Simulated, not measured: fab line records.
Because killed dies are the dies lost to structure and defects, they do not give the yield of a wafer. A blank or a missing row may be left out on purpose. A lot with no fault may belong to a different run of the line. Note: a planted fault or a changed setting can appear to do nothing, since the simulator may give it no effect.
Chamber matching	flow gf180mcu	4 sister chambers for GF_V4_CMP_04 on cmp-02
The step polishes SiO2. 18 wafers are shown with their chamber, then 9 later ones without.

WAFERS PAIRED WITH THEIR CHAMBERS
wafer	chamber	motor-current-A (A)	time-to-endpoint-s (s)	head-pressure-psi (psi)
L603.1	0	10.7	76	4.005
L603.2	3	14.6	78	3.998
L603.5	2	12.8	81	3.998
L607.1	1	11.5	73	3.994
L607.3	0	10.8	78	3.995
L607.6	1	12.1	84	4.005
L609.1	3	14.4	70	4.007
L609.4	1	11.2	78	4.010
L609.5	3	14.5	77	3.998
L612.4	2	13.0	75	4.010
L612.5	1	12.3	79	4.009
L612.6	2	12.9	82	4.002
L616.1	2	13.3	70	4.006
L616.4	3	13.7	79	4.006
L616.5	3	14.8	75	3.999
L619.1	2	13.1	77	3.998
L619.3	0	10.9	82	4.019
L619.5	0	10.8	83	4.014

SIGNATURES (means of the wafers above)
reading	chamber 0	chamber 1	chamber 2	chamber 3	scatter within a chamber
motor-current-A	10.800	11.775	13.020	14.400	0.344
time-to-endpoint-s	79.75	78.50	77.00	75.80	4.13
head-pressure-psi	4.00825	4.00450	4.00280	4.00160	0.007
Rule: distance of a wafer from a chamber = root of the sum over the readings of ((wafer's reading minus chamber's mean) / reading's scatter) squared. If the next closest chamber is less than 2 further off than the closest, the wafer can't be placed; otherwise it belongs to the closest. The scatter is the square root of a quotient: the sum, over the shown wafers, of each reading's squared deviation from its chamber's mean, divided by wafers minus chambers.

WAFERS WITH NO CHAMBER GIVEN
wafer	motor-current-A (A)	time-to-endpoint-s (s)	head-pressure-psi (psi)
L620.3	12.0	77	3.989
L620.4	10.7	83	4.000
L620.5	14.7	77	4.013
L622.1	14.4	81	3.994
L622.2	13.3	75	4.006
L622.6	10.4	86	4.003
L624.1	12.0	72	4.007
L624.2	10.3	80	4.014
L624.6	11.6	78	3.995

CHAMBER TAKEN BY EACH
wafer	from the rows above	in truth
L620.3	can't be placed: 1 or 2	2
L620.4	can't be placed: 0 or 1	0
L620.5	3	3
L622.1	3	3
L622.2	2	2
L622.6	0	0
L624.1	can't be placed: 1 or 2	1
L624.2	0	0
L624.6	can't be placed: 1 or 0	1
5 of 9 placed correctly. Not placeable from these rows: 4 (in 4, the candidates include the true chamber). 0 placed wrongly.
